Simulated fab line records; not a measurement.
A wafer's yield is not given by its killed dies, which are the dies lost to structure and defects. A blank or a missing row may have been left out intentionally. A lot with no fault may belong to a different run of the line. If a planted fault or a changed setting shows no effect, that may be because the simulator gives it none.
Which tool did it? | flow gf180mcu | Sampling: 6 lots, 18 wafers, 3 of 602 route steps

## WHAT EACH GAUGE READ, for each wafer
GF_V5_THK_MEAS_25: measures by xrf.
lot  | measured     | on            | V5_W_THK (nm)
L750 | day 26 14:13 | film metro-01 | 361 359 364
L752 | day 27 10:38 | film metro-04 | 351 353 367
L754 | day 28 01:50 | film metro-04 | 364 364 366
L757 | day 30 09:21 | film metro-01 | 348 350 349
L767 | day 32 18:43 | film metro-03 | 358 355 359
L770 | day 33 10:40 | film metro-04 | 347 343 359

## WHICH TOOL RAN EACH LOT (tool, then ch and the chambers of the sampled wafers, then the start)
lot  | GF_V4_ETCH_17                      | GF_V5_STRIP_18
L750 | rie diel-02 ch 0,2,3, day 23 20:00 | plasma asher-04 ch 0,1, day 26 13:20
L752 | rie diel-01 ch 1,2,3, day 24 16:00 | plasma asher-04 ch 0,1, day 27 09:44
L754 | rie diel-01 ch 0,3, day 25 08:00   | plasma asher-04 ch 0,1, day 28 00:57
L757 | rie diel-03 ch 0,1,3, day 27 19:00 | plasma asher-04 ch 0,1, day 30 08:28
L767 | rie diel-03 ch 0,1, day 30 09:00   | plasma asher-01 ch 0,1, day 32 17:50
L770 | rie diel-01 ch 1,3, day 31 04:00   | plasma asher-04 ch 0,1, day 33 09:47
- GF_V4_ETCH_17: etches SiO2 in C4F8/O2/Ar, stops on TiN, target depth 630 nm.
- GF_V5_STRIP_18: strips in O2/N2.

## THE ANSWER, worked out from the rows above alone
Rule: the usual values come from the lots themselves. Put in order of their means at a reading, lots are off if they are a third of the lots or fewer, leave a main group of 4 or more, and stand apart from it by a gap of 3 or more times the standard deviation of the main group's means; of several such gaps the widest counts. Not used: any main group whose means are identical at the precision the tables above print for the reading. Also off: a lot with no number at a reading for which 4 or more lots have one. Where the step has rows for the other lots, those lots are counted as sound.
None of the lots is off at any reading shown; this tells nothing.

## WHAT THE SIMULATOR HAD INSERTED
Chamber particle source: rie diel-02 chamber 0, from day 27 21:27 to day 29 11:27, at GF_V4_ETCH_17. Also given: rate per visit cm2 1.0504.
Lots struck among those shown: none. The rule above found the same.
